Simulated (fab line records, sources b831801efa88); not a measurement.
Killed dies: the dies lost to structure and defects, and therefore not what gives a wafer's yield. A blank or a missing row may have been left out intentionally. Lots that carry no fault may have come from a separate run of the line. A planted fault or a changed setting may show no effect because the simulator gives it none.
The tool behind it: which one?	flow gf180mcu	15 lots, 45 wafers sampled, at 2 steps of a route of 602

## WHAT THE GAUGES SHOWED, per wafer
GF_V4_BOW_MEAS_05.
lot	measured	on	V4_BOW (um)
L193	day 23 05:02	film_metro-01	126 136 131
L194	day 23 10:13	film_metro-04	138 137 137
L195	day 23 20:11	film_metro-03	140 138 140
L196	day 25 03:52	film_metro-03	147 146 143
L198	day 25 16:37	film_metro-01	145 144 140
L199	day 26 04:43	film_metro-04	113 132 112
L206	day 27 23:19	film_metro-01	136 129 133
L207	day 28 03:16	film_metro-04	140 129 156
L208	day 28 14:45	film_metro-04	133 128 128
L209	day 28 23:07	film_metro-03	123 122 128
L210	day 28 23:12	film_metro-04	128 126 124
L211	day 29 06:35	film_metro-01	135 134 156
L212	day 29 12:59	film_metro-04	141 147 149
L214	day 29 23:02	film_metro-04	128 136 132
L216	day 30 11:14	film_metro-03	149 139 150

GF_V4_CD_MEAS_14: target cd 260 nm.
lot	measured	on	cd_nm (nm)
L193	day 24 02:55	cd_sem-02	258.5 258.6 258.6
L194	day 24 09:07	cd_sem-02	260.3 261.6 262.0
L195	day 24 18:53	cd_sem-01	259.4 258.5 257.6
L196	day 26 00:45	cd_sem-01	260.0 260.1 260.8
L198	day 26 13:13	cd_sem-01	259.0 259.7 259.2
L199	day 27 01:15	cd_sem-02	260.3 260.1 260.1
L206	day 28 18:51	cd_sem-02	257.1 256.3 255.2
L207	day 28 22:24	cd_sem-02	260.9 261.9 260.6
L208	day 29 09:31	cd_sem-02	258.6 261.0 260.2
L209	day 29 17:22	cd_sem-01	259.9 258.6 259.9
L210	day 29 17:51	cd_sem-02	260.9 260.1 260.5
L211	day 30 01:33	cd_sem-01	259.8 259.2 259.7
L212	day 30 07:55	cd_sem-02	262.3 261.6 262.1
L214	day 30 17:33	cd_sem-02	259.2 259.4 261.2
L216	day 31 05:15	cd_sem-02	259.2 260.0 259.8

## TOOL THAT RAN EACH LOT (tool first, then ch and the chambers of the sampled wafers, then the start)
The record holds no process step before these readings.

## WHAT THE TOOLS THEMSELVES READ (means of the sampled wafers that have a number; where no wafer has one, the mark that the record gives instead)
The record holds no such reading with a usual standard deviation.

## THE ANSWER, worked out from the rows above alone
Rule: the lots themselves supply what counts as usual. Put in order of their means at a reading, lots are off if they are a third of the lots or fewer, leave a main group of 4 or more, and stand apart from it by a gap of 3 or more times the standard deviation of the main group's means; of several such gaps the widest counts. The tables above print the reading to a certain number of digits; a main group whose means all agree to those digits is not used. Also off: a lot with no number at a reading for which 4 or more lots have one. Where the step has rows for the other lots, those lots are counted as sound. Order of review: gauges by route order, followed by the tools' own readings, for which a lot's mean as printed above is used. The first step at which some lot is off is used, and at that step the reading that is off furthest; a lot without a number counts as furthest.
No lot is off at any reading shown: from this, nothing can be told.

## WHAT THE SIMULATOR PUT IN
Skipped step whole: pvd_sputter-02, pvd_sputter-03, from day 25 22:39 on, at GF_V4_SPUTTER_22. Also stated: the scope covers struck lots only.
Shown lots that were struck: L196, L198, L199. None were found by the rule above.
